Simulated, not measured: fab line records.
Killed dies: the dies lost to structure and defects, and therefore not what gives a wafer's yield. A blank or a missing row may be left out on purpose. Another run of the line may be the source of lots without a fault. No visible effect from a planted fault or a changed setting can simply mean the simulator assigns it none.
Which tool is to blame? | flow gf180mcu | 18 wafers from 6 lots sampled at 2 of the route's 602 steps

## WHAT THE GAUGES SHOWED, per wafer
GF_M1_CD_MEAS_14: target cd 230 nm.
lot  | measured     | on        | cd-nm (nm)
L571 | day 18 11:58 | cd-sem-01 | 230.2 230.5 229.9
L573 | day 19 07:13 | cd-sem-02 | 229.0 229.9 228.9
L575 | day 20 07:44 | cd-sem-02 | 230.5 231.2 230.5
L581 | day 21 23:04 | cd-sem-02 | 228.5 228.8 229.2
L588 | day 23 22:29 | cd-sem-01 | 229.0 229.7 229.5
L591 | day 25 06:23 | cd-sem-01 | 231.8 231.7 231.1

## TOOL THAT RAN EACH LOT (tool first, then ch and the chambers of the sampled wafers, then the start)
lot  | GF_M1_SPUTTER_04
L571 | pvd-sputter-03, day 17 12:50
L573 | pvd-sputter-04, day 18 06:39
L575 | pvd-sputter-03, day 19 06:40
L581 | pvd-sputter-03, day 20 23:52
L588 | pvd-sputter-01, day 23 00:19
L591 | pvd-sputter-03, day 24 09:14
- GF_M1_SPUTTER_04: material TiN, target thk 50 nm, time 41.7 s.

## THE ANSWER, worked out from the rows above alone
Rule: the lots themselves supply what counts as usual. The widest of any qualifying gaps counts: lots, ordered by their means at a reading, are off when they make up no more than a third of the lots, leave a main group of 4 or more, and stand apart from it by 3 or more times the standard deviation of that group's means. If all means in a main group match to the digits the tables above print for the reading, that group is not used. Also off: a lot with no number at a reading for which 4 or more lots have one. Where the step has rows for the other lots, those lots are counted as sound.
No lot is off on any of the readings shown, so nothing can be concluded from this.

## WHAT THE SIMULATOR HAD PUT IN
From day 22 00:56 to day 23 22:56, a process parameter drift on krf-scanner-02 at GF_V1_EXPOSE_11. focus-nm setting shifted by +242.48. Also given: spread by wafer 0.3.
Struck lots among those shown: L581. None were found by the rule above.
